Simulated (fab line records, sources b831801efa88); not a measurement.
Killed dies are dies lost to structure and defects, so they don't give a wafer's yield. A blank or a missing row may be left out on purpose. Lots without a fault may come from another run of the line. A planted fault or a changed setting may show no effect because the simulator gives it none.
One fault seen from 2 desks | flow sky130 | each desk has only its own numbers; what lay behind them comes last

THE METROLOGY DESK
What the gauges read, lot by lot, whatever tool the lot ran on: means of the sampled wafers that have a number. A lot is out of limits, marked OUT, if its mean lies more than 4 standard deviations from the usual mean; the brackets give that distance.
Columns: A = GATE_OXIDE_OVL at SKY_GATE_OXIDE_OVL_MEAS_10, usual 0.6 nm; B = GATE_OXIDE_TW at SKY_GATE_OXIDE_TW_MEAS_14, usual 225.1; C = POLY_GATE_CVD_00_THK at SKY_POLY_GATE_THK_MEAS_01, usual 179.3 nm; D = POLY_GATE_TW at SKY_RES_PROTECT_TW_MEAS_08, usual 4063; E = POLY_GATE_CVD_03_THK at SKY_POLY_GATE_THK_MEAS_04, usual 74.7 nm; F = cd_nm at SKY_POLY_GATE_CD_MEAS_13, usual 149.6 nm; G = POLY_GATE_OVL at SKY_POLY_GATE_OVL_MEAS_14, usual -3 nm
lot  | first seen here | A    | B     | C     | D    | E    | F     | G
L475 | day 15 04:37    | -0.5 | 226.6 | 176.7 | 4092 | 75.3 | 148.9 | -1
L476 | day 15 05:47    | 1.7  | 224.8 | 178.5 | 4032 | 75.1 | 149.6 | 6
L488 | day 19 06:54    | 0.7  | 227.8 | 178.2 | 4077 | 74.6 | 148.0 | -2
L489 | day 19 16:35    | 1.2  | 222.5 | 181.8 | 4029 | 75.6 | 149.6 | -4
L495 | day 21 17:49    | 0.6  | 226.7 | 179.1 | 4080 | 75.0 | 148.5 | -6
L496 | day 21 22:32    | 0.9  | 223.4 | 179.7 | 4087 | 75.0 | 150.2 | 0
This desk's finding: nothing out of limits on any of the 6 lots.

THE TOOL OWNER'S DESK: furnace-01
The tool's own readings at SKY_GATE_OXIDE_OXIDATION_16 (stabilise 600 s, purge 300 s, target thk 3.57 nm): means of the sampled wafers that have a number, for each lot that ran on this tool. A lot is out of limits, marked OUT, if its mean lies more than 4 standard deviations from the usual mean; the brackets give that distance.
Columns: A = spike_tc_lower_C at SKY_GATE_OXIDE_OXIDATION_16, usual 800.6 C; B = zone_power_lower_pct at SKY_GATE_OXIDE_OXIDATION_16, usual 13.7 %; C = zone_power_top_pct at SKY_GATE_OXIDE_OXIDATION_16, usual 26.3 %
lot  | first seen here | A     | B    | C
L475 | day 15 05:38    | 799.9 | 12.9 | 25.5
L476 | day 15 07:10    | 798.9 | 13.2 | 25.5
L488 | day 19 07:23    | 799.2 | 13.2 | 25.2
L489 | day 19 17:05    | 799.3 | 13.4 | 25.6
L495 | day 21 18:19    | 800.0 | 13.2 | 25.4
L496 | day 21 23:02    | 799.1 | 13.2 | 25.5
This desk's finding: nothing out of limits on any of the 6 lots.

PUT TOGETHER
The metrology desk saw nothing out of limits.
The tool owner's desk saw nothing out of limits.

WHAT THE SIMULATOR HAD PUT IN
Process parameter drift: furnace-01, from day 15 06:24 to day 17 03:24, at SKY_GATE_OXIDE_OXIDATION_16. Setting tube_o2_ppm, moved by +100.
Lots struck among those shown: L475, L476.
